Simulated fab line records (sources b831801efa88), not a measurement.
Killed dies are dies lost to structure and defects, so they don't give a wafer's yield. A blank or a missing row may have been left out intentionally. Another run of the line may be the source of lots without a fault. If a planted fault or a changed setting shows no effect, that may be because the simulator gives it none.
A lot that was struck, set against a sound lot ; flow gf180mcu ; 18 out of 602 route steps
Sound: wafers L338.1, L338.4, L338.6. The struck wafers were L345.1, L345.4, L345.6. The cause is given at the end.
Per side, at each step with rows, come the tool, then ch with its chambers, and then its first start. Under that, the readings that differ: sound wafers ; struck wafers ; difference of the means ; sigmas: that difference in standard deviations of wafers without a fault.
alike: readings whose means differ by less than 2 such deviations, and words and numbers that are the same on both sides. not compared: withheld readings, readings that some wafer has no value for, bounds like >300 that may hide the same value, and numbers for which the record gives no deviation and whose values overlap.
Wherever a step has rows on one side only, a row that says differs or no value, or a row with sigmas, the two part there. Non-overlapping numbers with no deviation appear without sigmas and do not part them. Lack of a reading on every wafer of one side parts them only where that side has two or more wafers.

GF_VT_IMPLANT_RS_MEAS_47: a four-point-probe measurement.
  sound: film_metro-02 at day 9 14:10; struck: film_metro-02 at day 11 06:04
  alike: NWELL_RS
GF_VT_IMPLANT_RS_MEAS_48: a four-point-probe measurement.
  sound: film_metro-02 at day 9 14:17; struck: film_metro-02 at day 11 06:11
  alike: LVPWELL_RS
GF_VT_IMPLANT_RS_MEAS_49: a four-point-probe measurement.
  sound: film_metro-02 at day 9 14:25; struck: film_metro-02 at day 11 06:19
  alike: MVPSD_RS
then, 4 steps without rows for these wafers: GF_VT_IMPLANT_WET_ETCH_50 (etches SiO2 in dHF, target depth 20 nm, time 400 s); GF_DUAL_GATE_CLEAN_00 (cleans in SC1/SC2, time 150 s); GF_DUAL_GATE_CLEAN_01 (cleans in dHF, time 20 s); GF_DUAL_GATE_OXIDATION_02 (stabilise 600 s, purge 300 s, target thk 10.887 nm).
GF_DUAL_GATE_THK_MEAS_03:
  sound: film_metro-04 at day 9 16:14; struck: film_metro-03 at day 11 08:04
  alike: DUAL_GATE_OXIDATION_00_THK
then, 4 steps without rows for these wafers: GF_DUAL_GATE_DEHYDRATE_04 (time 60 s); GF_DUAL_GATE_HMDS_05 (prime time 60 s); GF_DUAL_GATE_COAT_06 (resist thk 1000 nm); GF_DUAL_GATE_SOFTBAKE_07 (time 60 s).
GF_DUAL_GATE_EXPOSE_08: exposes mask Dualgate, target cd 700 nm.
  sound on iline_stepper-01 ch 0, day 10 00:41; struck on iline_stepper-01 ch 0, day 11 17:35
reading;sound;struck;difference;sigmas
mask;Dualgate#0 Dualgate#0 Dualgate#0;LVPWELL_HV_AREA#0 LVPWELL_HV_AREA#0 LVPWELL_HV_AREA#0;differs;
then, 2 steps without rows for these wafers: GF_DUAL_GATE_PEB_09; GF_DUAL_GATE_DEVELOP_10 (develop time 60 s).
GF_DUAL_GATE_OVL_MEAS_11:
  sound: overlay-01 at day 10 10:01; struck: overlay-01 at day 12 03:34
reading;sound;struck;difference;sigmas
DUAL_GATE_OVL (nm);1.4 1.1 1.0;- - -;no value on the struck wafers;
then, 1 step without rows for these wafers: GF_DUAL_GATE_WET_ETCH_12 (etches SiO2 in dHF, target depth 13 nm, time 260 s).
-- here the record skips 21 days between the struck wafers' starts before and after, leaving off in module DUAL_GATE and picking up in module PASSIVATION (first step shown: number 602 of the route) --
GF_PASSIVATION_PROBE_99:
  only the struck wafers here have rows in the record (prober-01, day 32 21:03); the sound ones have none

## WHERE THEY PART
First at GF_DUAL_GATE_EXPOSE_08; last, within this record, at GF_PASSIVATION_PROBE_99.

WHY: what had been put in by the simulator
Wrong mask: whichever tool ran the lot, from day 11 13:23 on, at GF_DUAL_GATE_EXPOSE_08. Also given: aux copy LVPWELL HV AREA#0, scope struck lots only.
